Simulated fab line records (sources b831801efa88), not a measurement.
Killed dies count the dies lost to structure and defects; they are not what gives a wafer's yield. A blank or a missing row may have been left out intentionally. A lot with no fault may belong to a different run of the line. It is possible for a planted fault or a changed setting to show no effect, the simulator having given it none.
fab line records | flow gf180mcu
[record] lots = 5 wafers = 15 lastDay = 34
route steps=602 shown V5@558 TOP_METAL@567 PASSIVATION@587
lots untouched by any fault: they come from a run of this same line in which no faults occurred
startH: the number of hours between the record's first day and the start of the first shown wafer of the lot | waitH: hours from the lot's prior step to this one | " as in the row above | L1.1+2: several wafers, shown together as one row | - value missing, or start not given | * or withheld: withheld | < > ~ a bound
route shown NAME@n: NAME is a module with steps in the file, n the number in the route of the first one | usual: mean and standard deviation over wafers with no fault | same: alike in all rows | chamber/n: place in a boat | sites: readings site by site | _std_site: how widely they spread, as a standard deviation | _edge_site: inner sites' mean taken away from outer sites' mean | radiusMm: for every site, how far away it sits from the centre of the wafer | mask NAME#n: copy n | behind: the last tool/chamber to shape the wafer | hold: the reason the lot was held/the length of the hold in hours/how it ended | device: names the non-switching transistor (n, p or np) | end of line: the tests these same wafers got at the end of their route | for a step that has no rows: nothing shown but its recipe | killed: not the wafer's yield, but the dies lost to structure and defects at the first sort | map: per-die view of a wafer (x killed, . not killed, _ where there is no die)
set.NAME: the setting the step ran with; set.NAME@STEP: the setting that earlier step ran with | model.NAME: the simulator's own value behind a step, which no gauge read
a table for each step, a row for each wafer; lots at some steps of the route
services: when a tool's chamber went out of use (startH, in hours from the record's first day, below 0 if earlier), for how many hours, and the reason
[[steps]]
[step GF_V5_STRIP_18]
[recipe] chemistry = O2/N2 powerW = 1400 pressureMtorr = 1500 platenTempC = 250 o2FlowSccm = 3000 n2FlowSccm = 300 overashFraction = 0.5
[usual] drypumpMotorCurrentA = 5.8/0.48 heaterPowerW = 352/27 oesProductAu = 0.570/0.0054
[same] overashFraction = 0.5
// columns lot.wafer tool chamber startH waitH drypumpMotorCurrentA heaterPowerW oesProductAu rfHoursCounterH
L075.1 plasmaAsher-02 0 635.27 - 5.0 347 0.568 21
L075.4 " 0 " " 5.0 350 0.566 -
L075.5 " 1 " " 5.9 405 0.572 -
L079.1 plasmaAsher-03 1 668.17 - 5.6 318 0.571 49
L079.2 " 0 " " 5.7 349 0.570 49
L079.6 " 0 " " 5.7 344 0.568 -
L091.2 plasmaAsher-02 1 754.72 - 5.9 402 0.572 36
L091.3 " 0 " " 5.0 345 0.566 -
L091.4 " 1 " " 5.9 387 0.568 -
L094.4 plasmaAsher-03 1 771.45 - 5.7 310 0.578 -
L094.5 " 0 " " 5.7 355 0.563 -
L094.6 " 1 " " 5.6 321 0.577 -
L097.1 plasmaAsher-01 1 784.87 - 6.3 346 0.567 105
L097.3 " 0 " " 6.6 353 0.567 -
L097.4 " 1 " " 6.2 330 0.571 -
[step GF_V5_STRIP_19]
[recipe] chemistry = postEtchResidueRemover timeS = 1200 tempC = 72.5
// columns lot.wafer tool chamber startH waitH
L075.1+4+5 wetBench-04 0 635.37 0.1
L079.1+2+6 wetBench-01 2 668.27 0.1
L091.2+3+4 wetBench-01 1 754.82 0.1
L094.4+5+6 wetBench-02 1 771.52 0.0
L097.1+3+4 wetBench-02 1 784.97 0.1
[step GF_V5_CLEAN_20]
[recipe] chemistry = DIW dry = n2Spin
// columns lot.wafer tool chamber startH waitH
L075.1+4+5 wetBench-01 0 635.71 0.0
L079.1+2+6 wetBench-02 0 668.61 0.0
L091.2+3+4 wetBench-02 1 755.17 0.0
L094.4+5+6 wetBench-01 2 771.89 0.0
L097.1+3+4 wetBench-01 0 785.32 0.0
[step GF_V5_SPUTTER_21]
[recipe] material = Ti targetThkNm = 15 chamberPressurePa = 5 powerW = 2500 substrateTempC = 200 timeS = 80.02
[usual] throttleValvePct = 30.1/0.77
// columns lot.wafer tool chamber startH waitH throttleValvePct
L075.1 pvdSputter-02 - 635.80 0.0 31.0
L075.4 " - " " 29.9
L075.5 " - " " 30.1
L079.1 pvdSputter-02 - 668.70 0.0 31.0
L079.2 " - " " 30.8
L079.6 " - " " 30.7
L091.2 pvdSputter-01 - 755.26 0.0 28.1
L091.3 " - " " 30.2
L091.4 " - " " 30.3
L094.4 pvdSputter-04 - 772.00 0.0 30.6
L094.5 " - " " 29.5
L094.6 " - " " 29.6
L097.1 pvdSputter-01 - 785.50 0.0 28.3
L097.3 " - " " 30.5
L097.4 " - " " 31.3
[step GF_V5_SPUTTER_22]
[recipe] material = TiN targetThkNm = 10 chamberPressurePa = 5 powerW = 4000 timeS = 40
[usual] throttleValvePct = 30.1/0.73
// columns lot.wafer tool chamber startH waitH throttleValvePct
L075.1 pvdSputter-02 - 635.87 0.0 31.0
L075.4 " - " " 30.2
L075.5 " - " " 29.9
L079.1 pvdSputter-02 - 668.77 0.0 31.0
L079.2 " - " " 30.7
L079.6 " - " " 30.4
L091.2 pvdSputter-01 - 755.32 0.0 28.6
L091.3 " - " " 30.4
L091.4 " - " " 30.3
L094.4 pvdSputter-04 - 772.06 0.0 30.6
L094.5 " - " " 29.1
L094.6 " - " " 29.4
L097.1 pvdSputter-01 - 785.56 0.0 28.2
L097.3 " - " " 30.2
L097.4 " - " " 31.1
[step GF_V5_CVD_23]
[recipe] material = W targetThkNm = 350 timeS = 104.9 tempC = 400 pressureTorr = 40
[usual] chamberPressureTorr = 39.99/0.081 heaterPowerW = 925/100
// columns lot.wafer tool chamber startH waitH chamberPressureTorr heaterPowerW
L075.1 cvdW-01 1 635.90 0.0 39.96 895
L075.4 " 0 " " 39.97 1110
L075.5 " 0 " " 39.94 1072
L079.1 cvdW-01 0 668.80 0.0 39.94 1077
L079.2 " 1 " " 40.04 898
L079.6 " 1 " " 40.21 890
L091.2 cvdW-01 1 755.36 0.0 39.88 861
L091.3 " 0 " " 40.08 1104
L091.4 " 1 " " 39.87 878
L094.4 cvdW-02 1 772.14 0.1 39.92 868
L094.5 " 0 " " 39.99 833
L094.6 " 1 " " 39.91 867
L097.1 cvdW-01 1 785.60 0.0 39.83 899
L097.3 " 0 " " 40.06 1076
L097.4 " 1 " " 39.93 868
[step GF_V5_RS_MEAS_24]
[recipe] thkMeasGauge = four-point-probe reads = W_of_V5_CVD_23+TiN_of_V5_SPUTTER_22+Ti_of_V5_SPUTTER_21
[usual] V5_W_RS = 0.329/0.0059
// columns lot.wafer tool chamber startH waitH V5_W_RS[ohm/sq]
L075.1 filmMetro-02 - 636.02 0.1 0.321
L075.4 " - " " 0.330
L075.5 " - " " 0.332
L079.1 filmMetro-02 - 668.92 0.1 0.328
L079.2 " - " " 0.318
L079.6 " - " " 0.318
L091.2 filmMetro-03 - 755.49 0.1 0.324
L091.3 " - " " 0.337
L091.4 " - " " 0.323
L094.4 filmMetro-02 - 772.27 0.1 0.332
L094.5 " - " " 0.328
L094.6 " - " " 0.334
L097.1 filmMetro-04 - 785.71 0.1 0.327
L097.3 " - " " 0.335
L097.4 " - " " 0.324
[step GF_V5_THK_MEAS_25]
[recipe] thkMeasGauge = xrf reads = W_of_V5_CVD_23
[usual] V5_W_THK = 349/8.1
// columns lot.wafer tool chamber startH waitH V5_W_THK[nm]
L075.1 filmMetro-02 - 636.14 0.1 359
L075.4 " - " " 354
L075.5 " - " " 348
L079.1 filmMetro-02 - 669.04 0.1 351
L079.2 " - " " 362
L079.6 " - " " 363
L091.2 filmMetro-03 - 755.60 0.1 349
L091.3 " - " " 336
L091.4 " - " " 352
L094.4 filmMetro-02 - 772.36 0.1 346
L094.5 " - " " 353
L094.6 " - " " 346
L097.1 filmMetro-04 - 785.83 0.1 345
L097.3 " - " " 336
L097.4 " - " " 349
[step GF_V5_CMP_26]
[recipe] stopOn = SiO2 downForcePsi = 3.5 platenRpm = 60 tOverpolishS = 15 targetThkNm = 0 padVelocityMS = 0.94248
[usual] motorCurrentA = 10.4/0.59 overpolishRunS = 15.001/0.0096 timeToEndpointS = 83/3.3
// columns lot.wafer tool chamber startH waitH motorCurrentA overpolishRunS timeToEndpointS
L075.4 cmp-01 3 636.68 0.5 9.8 14.995 80
L075.1 " 0 " " 10.1 15.010 82
L075.5 " 1 " " 10.7 14.999 82
L079.2 cmp-01 0 669.20 0.1 10.2 15.002 86
L079.1 " 1 " " 9.6 14.986 84
L079.6 " 3 " " 9.7 15.002 86
L091.2 cmp-02 3 755.70 0.1 11.1 14.987 81
L091.3 " 0 " " 10.5 15.006 78
L091.4 " 1 " " 10.1 15.021 83
L094.4 cmp-01 2 772.82 0.5 10.3 15.010 80
L094.6 " 1 " " 10.1 14.999 82
L094.5 " 2 " " 10.2 15.014 82
L097.3 cmp-02 1 785.89 0.0 10.1 15.002 78
L097.4 " 3 " " 11.3 14.986 81
L097.1 " 0 " " 9.8 14.992 84
[step GF_TOP_METAL_SPUTTER_00]
[recipe] material = Ti targetThkNm = 37.5 arrivingIonEnergyEv = 80 substrateTempC = 200 chamberPressurePa = 2 powerW = 4000 timeS = 150
[usual] throttleValvePct = 30.0/1.2
// columns lot.wafer tool chamber startH waitH throttleValvePct
L075.1 pvdSputter-04 - 636.88 0.1 30.5
L075.4 " - " " 30.2
L075.5 " - " " 30.3
L079.1 pvdSputter-02 - 669.40 0.1 30.8
L079.2 " - " " 29.8
L079.6 " - " " 31.0
L091.2 pvdSputter-02 - 755.95 0.2 30.8
L091.3 " - " " 30.6
L091.4 " - " " 29.7
L094.4 pvdSputter-03 - 773.12 0.2 30.3
L094.5 " - " " 27.6
L094.6 " - " " 31.7
L097.1 pvdSputter-02 - 786.19 0.1 31.0
L097.3 " - " " 30.2
L097.4 " - " " 30.8
[step GF_TOP_METAL_SPUTTER_01]
[recipe] material = TiN targetThkNm = 30 powerW = 6500 timeS = 25 chamberPressurePa = 0.4
[usual] throttleValvePct = 30.0/1.2
// columns lot.wafer tool chamber startH waitH throttleValvePct
L075.1 pvdSputter-04 - 636.98 0.1 30.3
L075.4 " - " " 30.6
L075.5 " - " " 30.1
L079.1 pvdSputter-02 - 669.50 0.1 30.7
L079.2 " - " " 30.1
L079.6 " - " " 30.8
L091.2 pvdSputter-02 - 756.05 0.1 31.0
L091.3 " - " " 30.6
L091.4 " - " " 29.9
L094.4 pvdSputter-03 - 773.19 0.0 30.6
L094.5 " - " " 28.3
L094.6 " - " " 32.1
L097.1 pvdSputter-02 - 786.29 0.1 30.8
L097.3 " - " " 29.8
L097.4 " - " " 30.4
[step GF_TOP_METAL_SPUTTER_02]
[recipe] material = AlCu targetThkNm = 900 powerW = 10600 chamberPressurePa = 0.3 substrateTempC = 250 gas = Ar timeS = 47.82
[usual] throttleValvePct = 30.0/1.2
// columns lot.wafer tool chamber startH waitH throttleValvePct
L075.1 pvdSputter-04 - 637.01 0.0 30.4
L075.4 " - " " 30.4
L075.5 " - " " 30.4
L079.1 pvdSputter-02 - 669.53 0.0 30.8
L079.2 " - " " 30.0
L079.6 " - " " 31.1
L091.2 pvdSputter-02 - 756.08 0.0 30.9
L091.3 " - " " 30.9
L091.4 " - " " 30.0
L094.4 pvdSputter-03 - 773.22 0.0 30.4
L094.5 " - " " 28.0
L094.6 " - " " 31.8
L097.1 pvdSputter-02 - 786.32 0.0 30.9
L097.3 " - " " 30.0
L097.4 " - " " 31.0
[step GF_TOP_METAL_SPUTTER_03]
[recipe] material = Ti targetThkNm = 5 substrateTempC = 300 chamberPressurePa = 0.3 powerW = 3000 timeS = 3.3
[usual] throttleValvePct = 30.0/1.2
// columns lot.wafer tool chamber startH waitH throttleValvePct
L075.1 pvdSputter-04 - 637.05 0.0 30.4
L075.4 " - " " 30.4
L075.5 " - " " 30.1
L079.1 pvdSputter-02 - 669.57 0.0 30.8
L079.2 " - " " 29.9
L079.6 " - " " 31.0
L091.2 pvdSputter-02 - 756.12 0.0 30.9
L091.3 " - " " 30.9
L091.4 " - " " 29.6
L094.4 pvdSputter-03 - 773.26 0.0 30.3
L094.5 " - " " 27.6
L094.6 " - " " 32.3
L097.1 pvdSputter-02 - 786.37 0.0 31.0
L097.3 " - " " 29.5
L097.4 " - " " 30.7
[step GF_TOP_METAL_SPUTTER_04]
[recipe] material = TiN targetThkNm = 25 powerW = 6500 timeS = 20.8 chamberPressurePa = 0.4
[usual] throttleValvePct = 30.0/1.3
// columns lot.wafer tool chamber startH waitH throttleValvePct
L075.1 pvdSputter-04 - 637.07 0.0 30.3
L075.4 " - " " 30.4
L075.5 " - " " 30.5
L079.1 pvdSputter-02 - 669.59 0.0 31.0
L079.2 " - " " 29.8
L079.6 " - " " 30.7
L091.2 pvdSputter-02 - 756.14 0.0 31.0
L091.3 " - " " 30.9
L091.4 " - " " 30.0
L094.4 pvdSputter-03 - 773.28 0.0 30.5
L094.5 " - " " 27.9
L094.6 " - " " 31.8
L097.1 pvdSputter-02 - 786.38 0.0 31.0
L097.3 " - " " 29.8
L097.4 " - " " 31.0
[step GF_TOP_METAL_RS_MEAS_05]
[recipe] thkMeasGauge = four-point-probe reads = TiN_of_TOP_METAL_SPUTTER_04+Ti_of_TOP_METAL_SPUTTER_03+AlCu_of_TOP_METAL_SPUTTER_02+TiN_of_TOP_METAL_SPUTTER_01+Ti_of_TOP_METAL_SPUTTER_00
[usual] TOP_METAL_ALCU_RS = 0.0327/0.00039
// columns lot.wafer tool chamber startH waitH TOP_METAL_ALCU_RS[ohm/sq]
L075.1 filmMetro-02 - 637.10 0.0 0.0333
L075.4 " - " " 0.0331
L075.5 " - " " 0.0332
L079.1 filmMetro-01 - 669.62 0.0 0.0320
L079.2 " - " " 0.0324
L079.6 " - " " 0.0324
L091.2 filmMetro-02 - 756.19 0.0 0.0327
L091.3 " - " " 0.0322
L091.4 " - " " 0.0325
L094.4 filmMetro-01 - 773.35 0.1 0.0327
L094.5 " - " " 0.0331
L094.6 " - " " 0.0323
L097.1 filmMetro-01 - 786.41 0.0 0.0327
L097.3 " - " " 0.0322
L097.4 " - " " 0.0320
[step GF_TOP_METAL_THK_MEAS_06]
[recipe] thkMeasGauge = xrf reads = AlCu_of_TOP_METAL_SPUTTER_02
[usual] TOP_METAL_ALCU_THK = 924/12
// columns lot.wafer tool chamber startH waitH TOP_METAL_ALCU_THK[nm]
L075.1 filmMetro-02 - 637.22 0.1 911
L075.4 " - " " 912
L075.5 " - " " 911
L079.1 filmMetro-01 - 669.74 0.1 950
L079.2 " - " " 937
L079.6 " - " " 939
L091.2 filmMetro-02 - 756.30 0.1 919
L091.3 " - " " 935
L091.4 " - " " 927
L094.4 filmMetro-01 - 773.44 0.1 926
L094.5 " - " " 914
L094.6 " - " " 935
L097.1 filmMetro-01 - 786.53 0.1 929
L097.3 " - " " 940
L097.4 " - " " 943
[step GF_TOP_METAL_DEHYDRATE_07]
[recipe] tempC = 200 timeS = 60
// columns lot.wafer tool chamber startH waitH
L075.1+4+5 lithoTrack-01 0 645.57 8.3
L079.1+2+6 lithoTrack-02 0 678.86 9.1
L091.2+3+4 lithoTrack-02 0 763.84 7.5
L094.4+5+6 lithoTrack-03 0 780.68 7.2
L097.1+3+4 lithoTrack-01 0 793.92 7.4
[step GF_TOP_METAL_HMDS_08]
[recipe] primeTimeS = 60 primeTempC = 120
// columns lot.wafer tool chamber startH waitH
L075.1+4+5 lithoTrack-01 0 645.72 0.1
L079.1+2+6 lithoTrack-02 0 679.01 0.1
L091.2+3+4 lithoTrack-02 0 763.99 0.1
L094.4+5+6 lithoTrack-03 0 780.83 0.1
L097.1+3+4 lithoTrack-01 0 794.07 0.1
[step GF_TOP_METAL_COAT_09]
[recipe] resist = NOVOLAK spinRpm = 3000 resistThkNm = 1500
// columns lot.wafer tool chamber startH waitH
L075.1+4+5 lithoTrack-01 0 645.87 0.1
L079.1+2+6 lithoTrack-02 0 679.16 0.1
L091.2+3+4 lithoTrack-02 0 764.14 0.1
L094.4+5+6 lithoTrack-03 0 780.98 0.1
L097.1+3+4 lithoTrack-01 0 794.22 0.1
[step GF_TOP_METAL_SOFTBAKE_10]
[recipe] tempC = 90 timeS = 60 resist = NOVOLAK
// columns lot.wafer tool chamber startH waitH
L075.1+4+5 lithoTrack-01 0 646.02 0.1
L079.1+2+6 lithoTrack-02 0 679.31 0.1
L091.2+3+4 lithoTrack-02 0 764.29 0.1
L094.4+5+6 lithoTrack-03 0 781.13 0.1
L097.1+3+4 lithoTrack-01 0 794.37 0.1
[step GF_TOP_METAL_EXPOSE_11]
[recipe] maskId = MetalTop targetCdNm = 440 na = 0.6 sourceShape = conventional sigmaOuter = 0.6 doseMj = 170
// columns lot.wafer tool chamber startH waitH mask
L075.1+4+5 ilineStepper-02 0 - - MetalTop#0
L079.1+2+6 ilineStepper-02 0 - - MetalTop#0
L091.2+3+4 ilineStepper-02 0 - - MetalTop#0
L094.4+5+6 ilineStepper-02 0 - - MetalTop#0
L097.1+3+4 ilineStepper-02 0 - - MetalTop#0
[step GF_TOP_METAL_PEB_12]
[recipe] tempC = withheld timeS = * resist = NOVOLAK
// columns lot.wafer tool chamber startH waitH
L075.1+4+5 lithoTrack-01 0 - -
L079.1+2+6 lithoTrack-02 0 - -
L091.2+3+4 lithoTrack-02 0 - -
L094.4+5+6 lithoTrack-03 0 - -
L097.1+3+4 lithoTrack-03 0 - -
[step GF_TOP_METAL_DEVELOP_13]
[recipe] developTimeS = 58.92 devTempC = 23
// columns lot.wafer tool chamber startH waitH
L075.1+4+5 lithoTrack-01 0 655.67 0.1
L079.1+2+6 lithoTrack-02 0 688.66 0.1
L091.2+3+4 lithoTrack-02 0 772.19 0.1
L094.4+5+6 lithoTrack-03 0 788.78 0.1
L097.1+3+4 lithoTrack-03 0 801.51 0.1
[step GF_TOP_METAL_CD_MEAS_14]
[recipe] targetCdNm = 440
[usual] cdNm = 440.8/2.3
// columns lot.wafer tool chamber startH waitH cdNm
L075.1 cdSem-02 - 655.82 0.1 440.2
L075.4 " - " " 441.0
L075.5 " - " " 440.8
L079.1 cdSem-02 - 688.81 0.1 439.0
L079.2 " - " " 438.4
L079.6 " - " " 438.5
L091.2 cdSem-01 - 772.33 0.1 439.6
L091.3 " - " " 438.5
L091.4 " - " " 437.2
L094.4 cdSem-01 - 788.92 0.1 444.7
L094.5 " - " " 442.8
L094.6 " - " " 443.9
L097.1 cdSem-02 - 801.66 0.1 441.7
L097.3 " - " " 441.2
L097.4 " - " " 442.2
[step GF_TOP_METAL_OVL_MEAS_15]
[usual] TOP_METAL_OVL = 0.7/1.4
// columns lot.wafer tool chamber startH waitH TOP_METAL_OVL[nm]
L075.1 overlay-02 - 655.94 0.1 2.3
L075.4 " - " " 2.8
L075.5 " - " " 3.6
L079.1 overlay-01 - 688.93 0.1 1.0
L079.2 " - " " 0.7
L079.6 " - " " 1.4
L091.2 overlay-01 - 772.44 0.1 2.0
L091.3 " - " " 1.6
L091.4 " - " " 1.2
L094.4 overlay-01 - 788.99 0.1 -1.8
L094.5 " - " " 0.2
L094.6 " - " " 0.1
L097.1 overlay-01 - 801.78 0.1 0.6
L097.3 " - " " 2.3
L097.4 " - " " 3.0
[step GF_TOP_METAL_METAL_ETCH_16]
[recipe] chemistry = Cl2/BCl3 maskMaterial = NOVOLAK targetDepthNm = 1077.5 stopOn = SiO2 pressureMtorr = 8 icpW = 800 biasW = 140 Cl2_flow_sccm = 80 bcl3FlowSccm = 40 timeS = 179.6
[usual] drypumpMotorCurrentA = 5.40/0.22 mfcCl2Sccm = 80.05/0.26 oesProductAu = 0.966/0.007 rfFwdPowerW = 797.1/2.3 throttleValvePct = 28.258/0.011
// columns lot.wafer tool chamber startH waitH drypumpMotorCurrentA mfcCl2Sccm oesProductAu rfFwdPowerW rfHoursCounterH throttleValvePct
L075.1 rieMetal-03 1 655.97 0.0 5.10 80.47 0.959 799.4 11 28.259
L075.4 " 0 " " 5.78 80.43 0.961 798.0 - 28.272
L075.5 " 0 " " 5.77 80.05 0.960 795.7 - 28.257
L079.1 rieMetal-01 0 688.97 0.0 5.49 80.29 0.989 800.2 7 28.245
L079.2 " 1 " " 5.46 79.85 0.966 795.6 1 28.253
L079.6 " 0 " " 5.50 80.03 0.975 798.8 - 28.246
L091.2 rieMetal-03 0 772.47 0.0 5.74 80.29 0.960 798.8 13 28.261
L091.3 " 0 " " 5.74 80.27 0.972 796.9 - 28.241
L091.4 " 1 " " 5.14 79.94 0.964 801.4 - 28.275
L094.4 rieMetal-01 0 789.07 0.1 5.50 80.27 0.970 795.2 - 28.255
L094.5 " 0 " " 5.47 80.57 0.965 791.9 - 28.257
L094.6 " 1 " " 5.49 80.07 0.970 796.2 - 28.257
L097.1 rieMetal-04 1 801.81 0.0 5.43 80.07 0.963 795.1 6 28.253
L097.3 " 0 " " 5.08 80.10 0.969 795.8 - 28.273
L097.4 " 1 " " 5.47 79.95 0.973 793.8 - 28.244
[step GF_TOP_METAL_STRIP_17]
[recipe] chemistry = O2/N2 powerW = 1400 pressureMtorr = 1500 platenTempC = 250 o2FlowSccm = 3000 n2FlowSccm = 300 overashFraction = 0.5
[usual] drypumpMotorCurrentA = 6.0/0.51 heaterPowerW = 350/27 oesProductAu = 0.711/0.0048 stripTimeToEndpointS = 13.55/0.069
[same] overashFraction = 0.5
// columns lot.wafer tool chamber startH waitH drypumpMotorCurrentA heaterPowerW oesProductAu rfHoursCounterH stripTimeToEndpointS
L075.1 plasmaAsher-02 1 656.15 0.1 5.9 410 0.711 24 13.47
L075.4 " 0 " " 5.0 349 0.707 - 13.53
L075.5 " 0 " " 5.0 349 0.716 - 13.55
L079.1 plasmaAsher-04 0 689.14 0.1 6.2 311 0.707 111 13.53
L079.2 " 1 " " 6.4 339 0.713 111 13.55
L079.6 " 1 " " 6.4 340 0.703 - 13.57
L091.2 plasmaAsher-02 0 772.64 0.1 5.0 350 0.706 38 13.63
L091.3 " 0 " " 5.1 346 0.715 - 13.58
L091.4 " 1 " " 5.9 396 0.700 - 13.56
L094.4 plasmaAsher-04 1 789.22 0.1 6.4 335 0.715 - 13.42
L094.5 " 0 " " 6.2 313 0.716 - 13.39
L094.6 " 1 " " 6.4 342 0.701 - 13.46
L097.1 plasmaAsher-04 1 801.99 0.1 6.4 337 0.710 7 13.59
L097.3 " 1 " " 6.4 338 0.714 - 13.47
L097.4 " 0 " " 6.2 324 0.709 - 13.59
[step GF_TOP_METAL_STRIP_18]
[recipe] chemistry = postEtchResidueRemover timeS = 1200 tempC = 72.5
// columns lot.wafer tool chamber startH waitH
L075.1+4+5 wetBench-03 0 656.25 0.1
L079.1+2+6 wetBench-04 2 689.24 0.1
L091.2+3+4 wetBench-03 0 772.74 0.1
L094.4+5+6 wetBench-03 1 789.29 0.0
L097.1+3+4 wetBench-03 1 802.09 0.1
[step GF_TOP_METAL_CLEAN_19]
[recipe] chemistry = DIW dry = n2Spin
// columns lot.wafer tool chamber startH waitH
L075.1+4+5 wetBench-04 3 656.62 0.0
L079.1+2+6 wetBench-03 3 689.58 0.0
L091.2+3+4 wetBench-02 0 773.11 0.0
L094.4+5+6 wetBench-04 3 789.63 0.0
L097.1+3+4 wetBench-04 0 802.77 0.0
[step GF_PASSIVATION_CVD_00]
[recipe] material = SiO2 targetThkNm = 1000 precursor = TEOS tempC = 400 timeS = 111.95 rfW = 600
[usual] heaterPowerW = 701/120 rfFwdPowerW = 596.0/1.9
// columns lot.wafer tool chamber startH waitH heaterPowerW rfFwdPowerW
L075.1 pecvd-04 1 656.72 0.0 542 598.2
L075.4 " 2 " " 579 596.4
L075.5 " 1 " " 586 597.8
L079.1 pecvd-01 1 689.68 0.0 671 595.7
L079.2 " 0 " " 840 597.2
L079.6 " 1 " " 737 594.8
L091.2 pecvd-04 2 773.21 0.0 663 595.2
L091.3 " 1 " " 585 593.5
L091.4 " 1 " " 621 596.1
L094.4 pecvd-04 2 789.76 0.0 569 593.8
L094.5 " 1 " " 476 592.9
L094.6 " 0 " " 849 595.2
L097.1 pecvd-04 1 802.86 0.0 521 596.2
L097.3 " 2 " " 715 594.8
L097.4 " 2 " " 597 595.3
[step GF_PASSIVATION_THK_MEAS_01]
[recipe] reads = SiO2_of_PASSIVATION_CVD_00
[usual] PASSIVATION_CVD_00_THK = 996/12
// columns lot.wafer tool chamber startH waitH PASSIVATION_CVD_00_THK[nm]
L075.1 filmMetro-01 - 656.80 0.0 988
L075.4 " - " " 986
L075.5 " - " " 1006
L079.1 filmMetro-01 - 689.76 0.0 973
L079.2 " - " " 976
L079.6 " - " " 995
L091.2 filmMetro-01 - 773.48 0.2 993
L091.3 " - " " 992
L091.4 " - " " 1014
L094.4 filmMetro-03 - 789.83 0.0 993
L094.5 " - " " 994
L094.6 " - " " 1010
L097.1 filmMetro-03 - 802.94 0.0 987
L097.3 " - " " 997
L097.4 " - " " 1002
[step GF_PASSIVATION_CVD_02]
[recipe] material = Si3N4 targetThkNm = 700 timeS = 486.18 tempC = 400 rfW = 450
[usual] heaterPowerW = 762/110 rfFwdPowerW = 449.2/1.3
// columns lot.wafer tool chamber startH waitH heaterPowerW rfFwdPowerW
L075.1 pecvd-01 1 656.86 0.1 795 449.2
L075.4 " 1 " " 822 450.1
L075.5 " 0 " " 912 449.6
L079.1 pecvd-03 1 689.82 0.1 966 448.7
L079.2 " 0 " " 708 448.5
L079.6 " 0 " " 746 449.3
L091.2 pecvd-04 0 773.53 0.0 910 450.9
L091.3 " 2 " " 675 447.8
L091.4 " 2 " " 733 446.3
L094.4 pecvd-03 1 790.00 0.2 808 446.0
L094.5 " 2 " " 602 451.0
L094.6 " 0 " " 608 450.5
L097.1 pecvd-03 1 803.00 0.1 919 449.1
L097.3 " 0 " " 677 449.9
L097.4 " 0 " " 704 450.6
[step GF_PASSIVATION_THK_MEAS_03]
[recipe] reads = Si3N4_of_PASSIVATION_CVD_02
[usual] PASSIVATION_CVD_02_THK = 700/8.9
// columns lot.wafer tool chamber startH waitH PASSIVATION_CVD_02_THK[nm]
L075.1 filmMetro-01 - 657.15 0.1 695
L075.4 " - " " 715
L075.5 " - " " 702
L079.1 filmMetro-04 - 690.10 0.1 690
L079.2 " - " " 697
L079.6 " - " " 696
L091.2 filmMetro-01 - 773.83 0.2 695
L091.3 " - " " 679
L091.4 " - " " 693
L094.4 filmMetro-04 - 790.18 0.0 702
L094.5 " - " " 702
L094.6 " - " " 702
L097.1 filmMetro-01 - 803.29 0.1 686
L097.3 " - " " 703
L097.4 " - " " 715
[step GF_PASSIVATION_DEHYDRATE_04]
[recipe] tempC = 200 timeS = 60
// columns lot.wafer tool chamber startH waitH
L075.1+4+5 lithoTrack-03 0 665.86 8.7
L079.1+2+6 lithoTrack-01 0 698.92 8.8
L091.2+3+4 lithoTrack-03 0 781.23 7.4
L094.4+5+6 lithoTrack-01 0 797.54 7.4
L097.1+3+4 lithoTrack-01 0 810.21 6.9
[step GF_PASSIVATION_HMDS_05]
[recipe] primeTimeS = 60 primeTempC = 120
// columns lot.wafer tool chamber startH waitH
L075.1+4+5 lithoTrack-03 0 666.01 0.1
L079.1+2+6 lithoTrack-01 0 699.07 0.1
L091.2+3+4 lithoTrack-03 0 781.38 0.1
L094.4+5+6 lithoTrack-01 0 797.69 0.1
L097.1+3+4 lithoTrack-01 0 810.36 0.1
[step GF_PASSIVATION_COAT_06]
[recipe] spinRpm = 2000 resistThkNm = 4000
// columns lot.wafer tool chamber startH waitH
L075.1+4+5 lithoTrack-03 0 666.16 0.1
L079.1+2+6 lithoTrack-01 0 699.22 0.1
L091.2+3+4 lithoTrack-03 0 781.53 0.1
L094.4+5+6 lithoTrack-01 0 797.84 0.1
L097.1+3+4 lithoTrack-01 0 810.51 0.1
[step GF_PASSIVATION_SOFTBAKE_07]
[recipe] tempC = 110 timeS = withheld
// columns lot.wafer tool chamber startH waitH
L075.1+4+5 lithoTrack-03 0 666.31 0.1
L079.1+2+6 lithoTrack-01 0 699.37 0.1
L091.2+3+4 lithoTrack-03 0 781.69 0.1
L094.4+5+6 lithoTrack-01 0 798.02 0.1
L097.1+3+4 lithoTrack-01 0 810.66 0.1
[step GF_PASSIVATION_EXPOSE_08]
[recipe] maskId = Pad targetCdNm = 40000 na = 0.57 doseMj = 310
// columns lot.wafer tool chamber startH waitH mask
L075.1+4+5 ilineStepper-02 0 - - Pad#0
L079.1+2+6 ilineStepper-01 0 - - Pad#0
L091.2+3+4 ilineStepper-02 0 - - Pad#0
L094.4+5+6 ilineStepper-01 0 - - Pad#0
L097.1+3+4 ilineStepper-01 0 - - Pad#0
[step GF_PASSIVATION_PEB_09]
[recipe] tempC = 115 timeS = withheld
// columns lot.wafer tool chamber startH waitH
L075.1+4+5 lithoTrack-03 0 - -
L079.1+2+6 lithoTrack-03 0 - -
L091.2+3+4 lithoTrack-04 0 - -
L094.4+5+6 lithoTrack-03 0 - -
L097.1+3+4 lithoTrack-04 0 - -
[step GF_PASSIVATION_DEVELOP_10]
[recipe] developTimeS = 60 devTempC = 23
// columns lot.wafer tool chamber startH waitH
L075.1+4+5 lithoTrack-03 0 - -
L079.1+2+6 lithoTrack-03 0 - -
L091.2+3+4 lithoTrack-04 0 - -
L094.4+5+6 lithoTrack-03 0 - -
L097.1+3+4 lithoTrack-04 0 - -
[[services]]
// columns tool chamber startH hours kind
pecvd-03 0 625.07 4.4 repair
pvdSputter-01 - 629.59 5.7 repair
pvdSputter-03 - 633.66 1.8 repair
wetBench-02 - 644.29 4.4 pm
pvdSputter-01 - 644.40 3.5 repair
pvdSputter-02 - 664.62 0.8 repair
pvdSputter-03 - 665.61 1.4 repair
pvdSputter-01 - 668.77 8.6 repair
ilineStepper-02 - 670.07 5.2 repair
pvdSputter-04 - 677.23 2.5 repair
pvdSputter-04 - 680.46 2.8 repair
ilineStepper-02 - 692.56 2.6 repair
ilineStepper-02 - 708.10 1.7 pm
wetBench-04 - 718.23 66.0 repair
plasmaAsher-02 - 727.13 0.4 repair
pecvd-04 - 727.72 3.1 repair
wetBench-01 - 736.38 11.2 repair
ilineStepper-02 - 744.42 2.1 pm
pvdSputter-04 - 766.12 3.1 repair
pvdSputter-01 - 788.65 10.9 repair
pvdSputter-03 - 796.28 8.8 repair
pvdSputter-03 - 797.15 0.8 repair
ilineStepper-02 - 809.82 4.3 pm
pvdSputter-02 - 814.26 3.2 repair
[[key]]
fault none
